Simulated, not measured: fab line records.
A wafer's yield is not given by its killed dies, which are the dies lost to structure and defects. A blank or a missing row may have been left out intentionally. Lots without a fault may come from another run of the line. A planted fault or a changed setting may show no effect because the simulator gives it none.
fab line records	flow sky130
[record] lots = 7	wafers = 18	last_day = 50
route steps=708 shown PWDE@52 NWELL@56 PAD_OPEN@708
lots with no fault: from the same line, run without faults
start_h: the number of hours between the record's first day and the start of the first shown wafer of the lot	wait_h: how many hours have passed since the lot's step before this one	" same as the row above	L1.1+2: a row that stands for several wafers	- no value present, or no start provided	* or withheld: withheld	< > ~ a bound
route shown NAME@n: names a module that has steps shown in the file, with the first one's number in the route	usual: mean and standard deviation over wafers with no fault	same: alike in all rows	chamber/n: place in a boat	sites: each site's reading	_std_site: how widely they spread, as a standard deviation	_edge_site: mean of outer sites minus mean of inner sites	radius_mm: for every site, how far away it sits from the centre of the wafer	mask NAME#n: copy n	behind: tool/chamber where the wafer was last shaped	hold: why the lot was held/for how many hours/how that ended	device: the n, p or np transistor that did not switch	end of line: the tests these same wafers got at the end of their route	a step without rows: its recipe alone	killed: at the first sort, the dies lost to defects and structure; wafer yield is something else	map: the dies of a wafer, with x for killed, . for not killed, _ for no die there
set.NAME: setting as actually run; set.NAME@STEP: the setting as run at that earlier step	model.NAME: the simulator's own value behind a step, which no gauge read
certain route steps with their lots: each step a table, each wafer a row
services: the hour from which a tool's chamber was out of use, counted from the record's first day as start_h (under 0 if before that day), plus the number of hours and why
[[steps]]
[step SKY_PWDE_OVL_MEAS_07]
[usual] PWDE_OVL = -1.0/1.4
lot.wafer	tool	chamber	start_h	wait_h	PWDE_OVL[nm]
L750.1	overlay-01	-	67.71	-	-1.4
L750.5	"	-	"	"	-0.8
L750.6	"	-	"	"	-1.9
L759.2	overlay-02	-	128.11	-	0.4
L759.4	"	-	"	"	2.1
L759.6	"	-	"	"	1.8
L763.2	overlay-01	-	146.76	-	-1.3
L763.4	"	-	"	"	-1.4
L764.1	overlay-01	-	155.87	-	-1.3
L764.2	"	-	"	"	-2.1
L768.2	overlay-01	-	178.72	-	-0.1
L768.4	"	-	"	"	-0.9
L771.2	overlay-02	-	204.46	-	1.7
L771.3	"	-	"	"	-0.5
L771.4	"	-	"	"	1.4
L770.1	overlay-02	-	205.11	-	-1.2
L770.4	"	-	"	"	-0.9
L770.5	"	-	"	"	-0.6
[step SKY_PWDE_IMPLANT_08]
[recipe] species = B	energy_kev = 150	dose_cm2 = 3.6e+12	tilt_deg = withheld
[step SKY_PWDE_STRIP_09]
[recipe] chemistry = O2/N2	power_w = 1400	pressure_mtorr = 1500	platen_temp_c = withheld	o2_flow_sccm = 3000	n2_flow_sccm = 300	overash_fraction = 0.5
[usual] drypump_motor_current_A = 5.9/0.41	oes_product_au = 0.723/0.0046	strip_time_to_endpoint_s = 36.89/0.1
lot.wafer	tool	chamber	start_h	wait_h	drypump_motor_current_A	oes_product_au	rf_hours_counter_h	strip_time_to_endpoint_s
L750.1	plasma_asher-03	0	67.89	0.1	5.7	0.734	37	36.82
L750.5	"	0	"	"	5.8	0.725	-	36.75
L750.6	"	1	"	"	5.3	0.724	-	36.74
L759.2	plasma_asher-02	1	128.29	0.1	6.3	0.713	32	36.91
L759.4	"	0	"	"	6.4	0.728	-	36.91
L759.6	"	0	"	"	6.4	0.729	-	36.99
L763.2	plasma_asher-02	0	146.94	0.1	6.4	0.722	33	36.81
L763.4	"	1	"	"	6.3	0.718	-	36.89
L764.1	plasma_asher-02	1	156.06	0.1	6.3	0.721	34	36.76
L764.2	"	0	"	"	6.4	0.726	34	36.85
L768.2	plasma_asher-01	0	178.90	0.1	5.4	0.721	47	36.92
L768.4	"	0	"	"	5.4	0.729	-	36.95
L771.2	plasma_asher-01	1	204.64	0.1	5.9	0.724	49	36.78
L771.3	"	1	"	"	5.9	0.717	-	36.67
L771.4	"	0	"	"	5.4	0.723	-	36.78
L770.1	plasma_asher-03	1	205.29	0.1	5.3	0.719	9	36.94
L770.4	"	0	"	"	5.8	0.720	-	36.94
L770.5	"	1	"	"	5.3	0.716	-	36.97
[step SKY_PWDE_TW_MEAS_10]
[usual] PWDE_TW = 375/3.2
lot.wafer	tool	chamber	start_h	wait_h	PWDE_TW
L750.1	film_metro-01	-	67.99	0.1	375
L750.5	"	-	"	"	375
L750.6	"	-	"	"	373
L759.2	film_metro-02	-	128.40	0.1	378
L759.4	"	-	"	"	378
L759.6	"	-	"	"	380
L763.2	film_metro-03	-	147.05	0.1	373
L763.4	"	-	"	"	375
L764.1	film_metro-01	-	156.16	0.1	374
L764.2	"	-	"	"	375
L768.2	film_metro-02	-	179.01	0.1	381
L768.4	"	-	"	"	381
L771.2	film_metro-01	-	204.75	0.1	372
L771.3	"	-	"	"	373
L771.4	"	-	"	"	376
L770.1	film_metro-02	-	205.39	0.1	381
L770.4	"	-	"	"	381
L770.5	"	-	"	"	382
[step SKY_NWELL_DEHYDRATE_03]
[recipe] temp_c = 200	time_s = 60
[step SKY_NWELL_HMDS_04]
[recipe] prime_time_s = 60	prime_temp_c = 120
[step SKY_NWELL_COAT_05]
[recipe] spin_rpm = 2000	resist_thk_nm = 3000
[step SKY_NWELL_SOFTBAKE_06]
[recipe] temp_c = 110	time_s = withheld
[step SKY_NWELL_EXPOSE_07]
[recipe] mask_id = NWM	na = 0.6	source_shape = conventional	sigma_outer = 0.6	polarization = unpolarized	target_cd_nm = 840	dose_mj = 255
[step SKY_NWELL_PEB_08]
[recipe] temp_c = 115	time_s = withheld
[step SKY_NWELL_DEVELOP_09]
[recipe] wall_angle_deg = 90	developer = TMAH	develop_time_s = 60	dev_temp_c = 23
[step SKY_NWELL_OVL_MEAS_10]
[usual] NWELL_00_OVL = 0.4/1.4
lot.wafer	tool	chamber	start_h	wait_h	NWELL_00_OVL[nm]
L750.1	overlay-01	-	84.61	-	3.8
L750.5	"	-	"	"	2.7
L750.6	"	-	"	"	3.2
L759.2	overlay-01	-	148.32	-	-1.6
L759.4	"	-	"	"	-1.1
L759.6	"	-	"	"	-1.6
L763.2	overlay-01	-	166.71	-	1.2
L763.4	"	-	"	"	0.4
L764.1	overlay-02	-	175.56	-	0.2
L764.2	"	-	"	"	0.7
L768.2	overlay-02	-	202.01	-	0.3
L768.4	"	-	"	"	-1.3
L771.2	overlay-02	-	226.16	-	3.1
L771.3	"	-	"	"	1.5
L771.4	"	-	"	"	1.9
L770.1	overlay-01	-	227.10	-	0.6
L770.4	"	-	"	"	1.4
L770.5	"	-	"	"	0.5
[step SKY_NWELL_IMPLANT_11]
[recipe] species = P	energy_kev = 400	dose_cm2 = 1.9e+13	tilt_deg = withheld
lot.wafer	tool	chamber	start_h	wait_h
L750.1+5+6	implanter-03	0	84.65	0.0
L759.2+4+6	implanter-01	0	148.38	0.0
L763.2+4	implanter-03	0	166.76	0.0
L764.1+2	implanter-03	0	175.60	0.0
L768.2+4	implanter-03	0	202.07	0.0
L771.2+3+4	implanter-02	0	226.22	0.0
L770.1+4+5	implanter-01	0	227.14	0.0
[step SKY_NWELL_IMPLANT_12]
[recipe] species = P	energy_kev = 120	dose_cm2 = 1.3e+12	tilt_deg = withheld
[step SKY_NWELL_IMPLANT_13]
[recipe] species = P	energy_kev = 50	dose_cm2 = 7e+11	tilt_deg = withheld
[step SKY_NWELL_STRIP_14]
[recipe] chemistry = O2/N2	power_w = 1400	pressure_mtorr = 1500	platen_temp_c = withheld	o2_flow_sccm = 3000	n2_flow_sccm = 300	overash_fraction = 0.5
[usual] drypump_motor_current_A = 5.9/0.46	oes_product_au = 0.722/0.0049	strip_time_to_endpoint_s = 36.92/0.09
lot.wafer	tool	chamber	start_h	wait_h	drypump_motor_current_A	oes_product_au	rf_hours_counter_h	strip_time_to_endpoint_s
L750.1	plasma_asher-01	0	85.10	0.1	5.4	0.726	37	36.84
L750.5	"	0	"	"	5.4	0.724	-	36.85
L750.6	"	1	"	"	5.9	0.719	-	36.97
L759.2	plasma_asher-02	1	148.80	0.1	6.3	0.718	34	37.09
L759.4	"	0	"	"	6.4	0.726	-	36.96
L759.6	"	1	"	"	6.3	0.718	-	37.00
L763.2	plasma_asher-02	0	167.19	0.1	6.4	0.724	36	36.83
L763.4	"	1	"	"	6.3	0.722	-	36.85
L764.1	plasma_asher-01	0	176.05	0.1	5.4	0.721	46	36.92
L764.2	"	1	"	"	5.9	0.725	46	36.92
L768.2	plasma_asher-02	1	202.49	0.1	6.3	0.720	40	36.96
L768.4	"	1	"	"	6.3	0.717	-	36.90
L771.2	plasma_asher-04	1	226.64	0.1	5.1	0.725	53	37.01
L771.3	"	0	"	"	6.3	0.728	-	37.06
L771.4	"	1	"	"	5.1	0.727	-	37.07
L770.1	plasma_asher-04	0	227.59	0.1	6.3	0.721	54	37.09
L770.4	"	0	"	"	6.3	0.720	-	36.89
L770.5	"	0	"	"	6.3	0.722	-	36.94
[step SKY_NWELL_TW_MEAS_15]
[usual] NWELL_TW = 1824/16
lot.wafer	tool	chamber	start_h	wait_h	hold	NWELL_TW
L750.1	film_metro-03	-	85.20	0.1	-	1821
L750.5	"	-	"	"	-	1823
L750.6	"	-	"	"	-	1813
L759.2	film_metro-01	-	148.91	0.1	-	1806
L759.4	"	-	"	"	-	1822
L759.6	"	-	"	"	-	1818
L763.2	film_metro-01	-	167.30	0.1	await_dispo/0.2h/release	1812
L763.4	"	-	"	"	await_dispo/0.2h/release	1741
L763.2	film_metro-01	-	167.53	0.2	-	1825
L763.4	"	-	"	"	-	1734
L764.1	film_metro-03	-	176.15	0.1	await_dispo/0.2h/release	1727
L764.2	"	-	"	"	await_dispo/0.2h/release	1819
L764.1	film_metro-03	-	176.38	0.2	-	1734
L764.2	"	-	"	"	-	1813
L768.2	film_metro-03	-	202.60	0.1	await_dispo/0.2h/release	1798
L768.4	"	-	"	"	await_dispo/0.2h/release	1726
L768.2	film_metro-03	-	202.83	0.2	-	1800
L768.4	"	-	"	"	-	1714
L771.2	film_metro-01	-	226.75	0.1	-	1822
L771.3	"	-	"	"	-	1825
L771.4	"	-	"	"	-	1827
L770.1	film_metro-01	-	227.69	0.1	-	1816
L770.4	"	-	"	"	-	1837
L770.5	"	-	"	"	-	1823
[step SKY_NWELL_HMDS_17]
[recipe] prime_time_s = 60	prime_temp_c = 120
[step SKY_NWELL_COAT_18]
[recipe] spin_rpm = 2000	resist_thk_nm = 3000
[step SKY_NWELL_SOFTBAKE_19]
[recipe] temp_c = 110	time_s = withheld
[step SKY_NWELL_EXPOSE_20]
[recipe] mask_id = NWM_COMPLEMENT	na = 0.6	source_shape = conventional	sigma_outer = 0.6	polarization = unpolarized	target_cd_nm = 840	dose_mj = 260
[step SKY_NWELL_PEB_21]
[recipe] temp_c = 115	time_s = withheld
[step SKY_NWELL_DEVELOP_22]
[recipe] wall_angle_deg = 90	developer = TMAH	develop_time_s = 60	dev_temp_c = 23
[step SKY_NWELL_OVL_MEAS_23]
[usual] NWELL_01_OVL = -0.9/1.6
lot.wafer	tool	chamber	start_h	wait_h	NWELL_01_OVL[nm]
L750.1	overlay-02	-	102.86	-	-1.8
L750.5	"	-	"	"	-1.9
L750.6	"	-	"	"	-1.6
L759.2	overlay-01	-	168.51	-	-0.3
L759.4	"	-	"	"	-1.7
L759.6	"	-	"	"	-1.1
L763.2	overlay-01	-	188.87	-	0.2
L763.4	"	-	"	"	-1.0
L764.1	overlay-02	-	197.96	-	-0.5
L764.2	"	-	"	"	-1.6
L768.2	overlay-02	-	224.11	-	2.1
L768.4	"	-	"	"	2.5
L771.2	overlay-01	-	251.41	-	-5.8
L771.3	"	-	"	"	-3.4
L771.4	"	-	"	"	-4.6
L770.1	overlay-01	-	252.21	-	-3.2
L770.4	"	-	"	"	-2.0
L770.5	"	-	"	"	-2.4
[step SKY_NWELL_IMPLANT_24]
[recipe] species = B	energy_kev = 140	dose_cm2 = 9.2e+12	tilt_deg = withheld
[step SKY_NWELL_STRIP_25]
[recipe] chemistry = O2/N2	power_w = 1400	pressure_mtorr = 1500	platen_temp_c = withheld	o2_flow_sccm = 3000	n2_flow_sccm = 300	overash_fraction = 0.5
[usual] drypump_motor_current_A = 5.9/0.46	oes_product_au = 0.722/0.0046	strip_time_to_endpoint_s = 36.89/0.088
lot.wafer	tool	chamber	start_h	wait_h	drypump_motor_current_A	oes_product_au	rf_hours_counter_h	strip_time_to_endpoint_s
L750.1	plasma_asher-02	1	103.04	0.1	6.3	0.719	29	36.89
L750.5	"	1	"	"	6.3	0.714	-	36.89
L750.6	"	0	"	"	6.4	0.723	-	36.91
L759.2	plasma_asher-01	0	168.69	0.1	5.4	0.724	46	36.81
L759.4	"	1	"	"	5.9	0.715	-	36.82
L759.6	"	1	"	"	5.8	0.725	-	36.80
L763.2	plasma_asher-02	1	189.05	0.1	6.3	0.720	38	36.89
L763.4	"	1	"	"	6.3	0.730	-	36.89
L764.1	plasma_asher-02	0	198.14	0.1	6.4	0.718	39	36.89
L764.2	"	1	"	"	6.3	0.716	39	36.75
L768.2	plasma_asher-02	0	224.29	0.1	6.4	0.724	42	36.92
L768.4	"	0	"	"	6.4	0.732	-	37.01
L771.2	plasma_asher-01	0	251.59	0.1	5.4	0.725	52	36.86
L771.3	"	0	"	"	5.4	0.721	-	36.76
L771.4	"	1	"	"	5.9	0.717	-	36.90
L770.1	plasma_asher-04	1	252.39	0.1	5.1	0.726	57	36.89
L770.4	"	1	"	"	5.1	0.726	-	37.04
L770.5	"	1	"	"	5.1	0.715	-	36.81
[step SKY_NWELL_TW_MEAS_26]
[usual] NWELL_2_TW = 500/5
lot.wafer	tool	chamber	start_h	wait_h	NWELL_2_TW
L750.1	film_metro-02	-	103.14	0.1	503
L750.5	"	-	"	"	504
L750.6	"	-	"	"	504
L759.2	film_metro-02	-	168.80	0.1	506
L759.4	"	-	"	"	505
L759.6	"	-	"	"	503
L763.2	film_metro-01	-	189.16	0.1	498
L763.4	"	-	"	"	493
L764.1	film_metro-03	-	198.24	0.1	489
L764.2	"	-	"	"	489
L768.2	film_metro-01	-	224.40	0.1	496
L768.4	"	-	"	"	496
L771.2	film_metro-02	-	251.70	0.1	505
L771.3	"	-	"	"	507
L771.4	"	-	"	"	505
L770.1	film_metro-02	-	252.49	0.1	502
L770.4	"	-	"	"	504
L770.5	"	-	"	"	503
[step SKY_NWELL_CLEAN_27]
[recipe] chemistry = SC1/SC2	mix = 1:4:20	temp_c = 70	time_s = 150	dry = n2_spin
[step SKY_NWELL_RTA_28]
[recipe] temp_c = 1050	time_s = 30	idle_temp_c = 650	ramp_up_c_per_s = 150	ramp_down_c_per_s = 90	ambient = N2
[usual] lamp_power_pct = 25.31/0.055	wafer_temp_C_max = 1054.8/0.88
lot.wafer	tool	chamber	start_h	wait_h	lamp_power_pct	wafer_temp_C_max
L750.1	rtp_anneal-01	0	103.25	0.0	25.26	1055.4
L750.5	"	0	"	"	25.35	1054.1
L750.6	"	0	"	"	25.31	1053.9
L759.2	rtp_anneal-02	0	168.92	0.0	25.27	1056.1
L759.4	"	0	"	"	25.28	1053.7
L759.6	"	0	"	"	25.37	1053.7
L763.2	rtp_anneal-01	0	189.28	0.0	25.33	1055.6
L763.4	"	0	"	"	25.32	1053.5
L764.1	rtp_anneal-02	0	198.50	0.0	25.34	1054.6
L764.2	"	0	"	"	25.33	1055.5
L768.2	rtp_anneal-02	0	224.53	0.0	25.23	1055.0
L768.4	"	0	"	"	25.18	1055.3
L771.2	rtp_anneal-02	0	251.82	0.0	25.28	1053.6
L771.3	"	0	"	"	25.29	1055.1
L771.4	"	0	"	"	25.33	1053.7
L770.1	rtp_anneal-01	0	252.60	0.0	25.26	1055.5
L770.4	"	0	"	"	25.27	1056.0
L770.5	"	0	"	"	25.30	1054.0
[step SKY_NWELL_RS_MEAS_29]
[recipe] thk_meas_gauge = four-point-probe
[usual] NWELL_RS = 625.2/1.6
lot.wafer	tool	chamber	start_h	wait_h	hold	NWELL_RS[ohm/sq]
L750.1	film_metro-01	-	103.35	0.1	-	627.5
L750.5	"	-	"	"	-	629.3
L750.6	"	-	"	"	-	628.0
L759.2	film_metro-03	-	169.02	0.1	-	625.5
L759.4	"	-	"	"	-	625.5
L759.6	"	-	"	"	-	628.4
L763.2	film_metro-02	-	189.38	0.1	await_dispo/0.2h/release	625.1
L763.4	"	-	"	"	await_dispo/0.2h/release	675.4
L763.2	film_metro-02	-	189.74	0.3	-	625.3
L763.4	"	-	"	"	-	675.7
L764.1	film_metro-01	-	198.60	0.1	await_dispo/0.2h/release	677.2
L764.2	"	-	"	"	await_dispo/0.2h/release	624.8
L764.1	film_metro-01	-	198.96	0.3	-	676.7
L764.2	"	-	"	"	-	624.1
L768.2	film_metro-03	-	224.72	0.2	await_dispo/0.2h/release	623.4
L768.4	"	-	"	"	await_dispo/0.2h/release	675.5
L768.2	film_metro-03	-	225.08	0.3	-	623.3
L768.4	"	-	"	"	-	675.3
L771.2	film_metro-01	-	251.92	0.1	-	628.7
L771.3	"	-	"	"	-	627.1
L771.4	"	-	"	"	-	626.9
L770.1	film_metro-03	-	252.70	0.1	-	623.5
L770.4	"	-	"	"	-	626.1
L770.5	"	-	"	"	-	625.0
[step SKY_PAD_OPEN_PROBE_99]
[usual] killed_at_M0_to_M3 = 43/6.6	killed_at_M4_up = 3.2/1.8	killed_at_contacts = 24/5	killed_at_front_end = 15/4.5	killed_at_other = 0.2/0.46	killed_dies = 86/8.8	killed_open = 48/6.6	killed_short = 38/6.1
[same] gross_dies = 492	killed_at_back_side = 0
lot.wafer	tool	chamber	start_h	wait_h	killed_at_M0_to_M3	killed_at_M4_up	killed_at_contacts	killed_at_front_end	killed_at_other	killed_dies	killed_open	killed_short	model.etest.nfet_16v.r_on_ohm_um	model.etest.pfet_16v.r_on_ohm_um	model.etest.res_nwell.line_ohm_um	model.etest.res_nwell.rs_ohm_sq	model.etest.res_nwell.rs_ohm_sq_range	model.etest.res_nwell.rs_ohm_sq_rim_less_centre	model.etest.tip_p_5v.rs_ohm_sq	model.etest.res_nwell.width_nm
L750.1	prober-01	-	1071.77	0.1	44	1	26	19	1	91	50	41	1.411e+04	1.537e+04	1159	978.3	13.59	-6.988	2887	841
L750.5	prober-01	-	1071.97	0.2	49	5	28	16	0	98	54	44	1.399e+04	1.51e+04	1156	955.2	28.21	11.35	2905	840
L750.6	prober-01	-	1072.02	0.2	33	4	24	9	0	70	44	26	1.41e+04	1.538e+04	1160	981.4	20.06	7.068	2895	837.8
L759.2	prober-01	-	1146.44	0.1	44	5	25	7	0	81	47	34	1.426e+04	1.507e+04	1146	941.8	20.82	-13.4	2854	828.9
L759.4	prober-01	-	1146.54	0.2	43	4	21	8	0	76	45	31	1.415e+04	1.529e+04	1130	951.5	18.59	-7.786	2875	835
L759.6	prober-01	-	1146.64	0.2	42	5	25	18	0	90	50	40	1.425e+04	1.537e+04	1156	958.5	11.95	-3.791	2850	832.2
L764.1	prober-01	-	1181.58	0.1	44	1	17	17	0	79	39	40	1.506e+04	1.491e+04	1505	1218	174.6	-79.15	2804	807.1
L764.2	prober-01	-	1181.63	0.1	32	3	31	9	1	76	40	36	1.395e+04	1.51e+04	1184	980.8	17.74	-5.744	2891	822.7
L763.2	prober-01	-	1183.31	0.1	40	1	30	15	0	86	53	33	1.391e+04	1.5e+04	1126	928.8	20.55	-5.019	2869	836.1
L763.4	prober-01	-	1183.41	0.2	43	5	26	15	0	89	50	39	1.509e+04	1.478e+04	1359	1112	154.3	-65.24	2792	810.3
L768.2	prober-02	-	1186.73	0.1	44	6	22	15	0	87	47	40	1.452e+04	1.51e+04	1051	879.5	18.24	2.971	2834	833.8
L768.4	prober-02	-	1186.83	0.2	25	6	23	13	0	67	38	29	1.574e+04	1.461e+04	1272	1037	147.3	-70.25	2792	817.4
L770.1	prober-02	-	1207.72	0.1	41	1	25	12	1	80	46	34	1.405e+04	1.52e+04	1147	970.3	18.3	7.731	2890	838.5
L770.4	prober-02	-	1207.87	0.2	51	5	23	14	1	94	48	46	1.406e+04	1.516e+04	1153	968.1	13.39	0.4304	2883	837.5
L770.5	prober-02	-	1207.92	0.2	46	3	25	8	0	82	53	29	1.399e+04	1.527e+04	1167	974.7	13.99	-2.018	2896	832.9
L771.2	prober-01	-	1208.88	0.1	40	5	20	19	0	84	43	41	1.438e+04	1.497e+04	1119	934.5	24.58	-8.951	2837	827.9
L771.3	prober-01	-	1208.93	0.2	50	6	22	6	1	85	39	46	1.424e+04	1.487e+04	1092	917.5	15.43	0.07485	2834	833
L771.4	prober-01	-	1208.98	0.2	46	4	28	13	0	91	47	44	1.426e+04	1.496e+04	1107	922.5	16.77	-3.106	2858	830.8
// killed by level:class
L750.1 CONTACT:geometric_particle:open=11 VIA1:geometric_particle:open=10 METAL2:geometric_particle:short=8 FIELD_ISO:geometric_particle:open=7 VIA1:geometric_particle:short=6 LI_CONTACT:geometric_particle:short=5 LI_CONTACT:geometric_particle:open=5 VIA3:geometric_particle:open=5
L750.5 VIA1:geometric_particle:open=13 CONTACT:geometric_particle:open=10 METAL2:geometric_particle:short=10 CONTACT:geometric_particle:short=7 POLY_GATE:geometric_particle:open=6 VIA2:geometric_particle:open=6 FIELD_ISO:geometric_particle:open=5 LI_CONTACT:geometric_particle:open=5
L750.6 VIA1:geometric_particle:open=9 LI_CONTACT:geometric_particle:open=8 VIA3:geometric_particle:open=6 CONTACT:geometric_particle:open=5 CONTACT:geometric_particle:short=5 VIA2:geometric_particle:open=5 FIELD_ISO:geometric_particle:open=3 LI_CONTACT:geometric_particle:short=3
L759.2 VIA1:geometric_particle:open=10 VIA3:geometric_particle:open=10 CONTACT:geometric_particle:open=8 METAL1:geometric_particle:short=7 CONTACT:geometric_particle:short=5 LI_CONTACT:geometric_particle:open=5 LOCAL_INTERCONNECT:geometric_particle:short=5 FIELD_ISO:geometric_particle:open=4
L759.4 CONTACT:geometric_particle:open=12 VIA1:geometric_particle:open=9 VIA1:geometric_particle:short=7 VIA2:geometric_particle:open=6 FIELD_ISO:geometric_particle:short=4 VIA3:geometric_particle:open=4 LI_CONTACT:geometric_particle:open=3 LI_CONTACT:geometric_particle:short=3
L759.6 VIA1:geometric_particle:open=10 CONTACT:geometric_particle:open=8 LI_CONTACT:geometric_particle:open=7 FIELD_ISO:geometric_particle:open=7 LOCAL_INTERCONNECT:geometric_particle:short=6 VIA1:geometric_particle:short=5 METAL2:geometric_particle:short=5 VIA2:geometric_particle:open=5
L764.1 CONTACT:geometric_particle:open=9 METAL1:geometric_particle:short=8 METAL2:geometric_particle:short=8 VIA1:geometric_particle:open=6 VIA2:geometric_particle:open=6 FIELD_ISO:geometric_particle:open=4 VIA1:geometric_particle:short=4 METAL3:geometric_particle:short=4
L764.2 CONTACT:geometric_particle:open=9 VIA1:geometric_particle:open=9 LOCAL_INTERCONNECT:geometric_particle:short=6 METAL1:geometric_particle:short=6 LI_CONTACT:geometric_particle:short=5 CONTACT:geometric_particle:short=5 METAL2:geometric_particle:short=5 VIA3:geometric_particle:open=5
L763.2 CONTACT:geometric_particle:open=15 VIA1:geometric_particle:open=10 CONTACT:geometric_particle:short=7 FIELD_ISO:geometric_particle:open=6 VIA3:geometric_particle:short=6 VIA3:geometric_particle:open=6 LI_CONTACT:geometric_particle:open=5 VIA2:geometric_particle:open=5
L763.4 VIA1:geometric_particle:open=13 CONTACT:geometric_particle:open=11 VIA2:geometric_particle:open=7 LI_CONTACT:geometric_particle:open=6 POLY_GATE:geometric_particle:short=5 METAL2:geometric_particle:short=5 METAL3:geometric_particle:short=5 FIELD_ISO:geometric_particle:short=4
L768.2 FIELD_ISO:geometric_particle:open=9 VIA2:geometric_particle:open=9 CONTACT:geometric_particle:open=8 VIA1:geometric_particle:open=8 LI_CONTACT:geometric_particle:open=6 METAL2:geometric_particle:short=6 METAL4:geometric_particle:short=6 CONTACT:geometric_particle:short=5
L768.4 CONTACT:geometric_particle:open=8 LI_CONTACT:geometric_particle:open=6 VIA2:geometric_particle:open=5 FIELD_ISO:geometric_particle:open=4 POLY_GATE:geometric_particle:short=4 METAL4:geometric_particle:short=4 CONTACT:geometric_particle:short=4 METAL1:geometric_particle:open=4
L770.1 VIA1:geometric_particle:open=10 CONTACT:geometric_particle:open=9 LI_CONTACT:geometric_particle:open=6 LOCAL_INTERCONNECT:geometric_particle:short=5 METAL2:geometric_particle:short=5 VIA2:geometric_particle:open=5 FIELD_ISO:geometric_particle:open=4 VIA1:geometric_particle:short=4
L770.4 VIA1:geometric_particle:open=10 METAL1:geometric_particle:short=8 VIA2:geometric_particle:open=8 VIA3:geometric_particle:open=8 LI_CONTACT:geometric_particle:open=7 CONTACT:geometric_particle:open=5 VIA3:geometric_particle:short=5 LOCAL_INTERCONNECT:geometric_particle:short=4
L770.5 VIA1:geometric_particle:open=17 CONTACT:geometric_particle:open=8 LI_CONTACT:geometric_particle:open=7 VIA2:geometric_particle:open=6 VIA3:geometric_particle:open=6 VIA3:geometric_particle:short=4 FIELD_ISO:geometric_particle:open=3 LOCAL_INTERCONNECT:geometric_particle:short=3
L771.2 CONTACT:geometric_particle:open=11 POLY_GATE:geometric_particle:open=6 METAL1:geometric_particle:short=6 VIA1:geometric_particle:short=6 VIA3:geometric_particle:open=6 VIA2:geometric_particle:open=5 FIELD_ISO:geometric_particle:open=4 VIA2:geometric_particle:short=4
L771.3 VIA1:geometric_particle:open=16 METAL1:geometric_particle:short=10 LOCAL_INTERCONNECT:geometric_particle:short=7 METAL2:geometric_particle:short=6 METAL4:geometric_particle:short=6 LI_CONTACT:geometric_particle:open=5 LI_CONTACT:geometric_particle:short=4 CONTACT:geometric_particle:short=4
L771.4 CONTACT:geometric_particle:open=10 VIA3:geometric_particle:open=9 VIA2:geometric_particle:open=8 METAL1:geometric_particle:short=7 LI_CONTACT:geometric_particle:open=6 CONTACT:geometric_particle:short=5 VIA1:geometric_particle:open=5 FIELD_ISO:geometric_particle:short=4
[[services]]
tool	chamber	start_h	hours	kind
implanter-02	-	45.17	3.8	pm
plasma_asher-03	-	108.75	9.0	pm
plasma_asher-03	0	108.75	9.0	vent_cycle
plasma_asher-03	1	108.75	9.0	vent_cycle
implanter-03	-	111.64	3.8	repair
plasma_asher-03	0	117.75	-	clean
plasma_asher-03	1	117.75	-	clean
rtp_anneal-02	-	148.95	4.0	pm
implanter-01	-	149.30	3.6	pm
implanter-02	-	153.53	9.4	repair
implanter-02	-	153.93	1.7	repair
plasma_asher-04	-	155.72	13.8	repair
implanter-02	-	162.88	9.9	pm
implanter-01	-	168.70	4.5	repair
plasma_asher-03	-	190.67	2.8	pm
plasma_asher-01	-	222.69	14.6	pm
implanter-03	-	227.41	4.7	pm
plasma_asher-02	-	232.02	2.8	repair
[[key]]
[first_sign] step = SKY_NWELL_TW_MEAS_15	reading = visit	direction = added
[effect] step = SKY_NWELL_TW_MEAS_15	reading = NWELL_TW	direction = down	sigmas = 5.7	usual = 1824	struck = 1731
[effect] step = SKY_NWELL_RS_MEAS_29	reading = visit	direction = added
[effect] step = SKY_NWELL_RS_MEAS_29	reading = NWELL_RS	direction = up	sigmas = 32	usual = 625.2	struck = 676.0
[model_effect] step = SKY_PAD_OPEN_PROBE_99	value = etest.nfet_16v.r_on_ohm_um	without = 1.406e+04	struck = 1.53e+04
met_at SKY_NWELL_IMPLANT_11
struck_wafers L763.4,L764.1,L768.4
tester_left_out L763,L764,L768
onset_between 84.65 166.76
[fault] kind = process_parameter_drift	tool = implanter-03	chamber = -	onset_h = 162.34	steps = SKY_NWELL_IMPLANT_11	channel = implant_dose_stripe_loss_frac	offset = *	shape = step	end_h = 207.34	scope = struck_wafers_only
// tester_left_out: of these lots the tester's yield and bins aren't shown, on N5 and GAA mostly nor the transistor test; their killed dies are dies lost to structure and defects alone, not to doping, threshold or leakage, so they don't give the yield
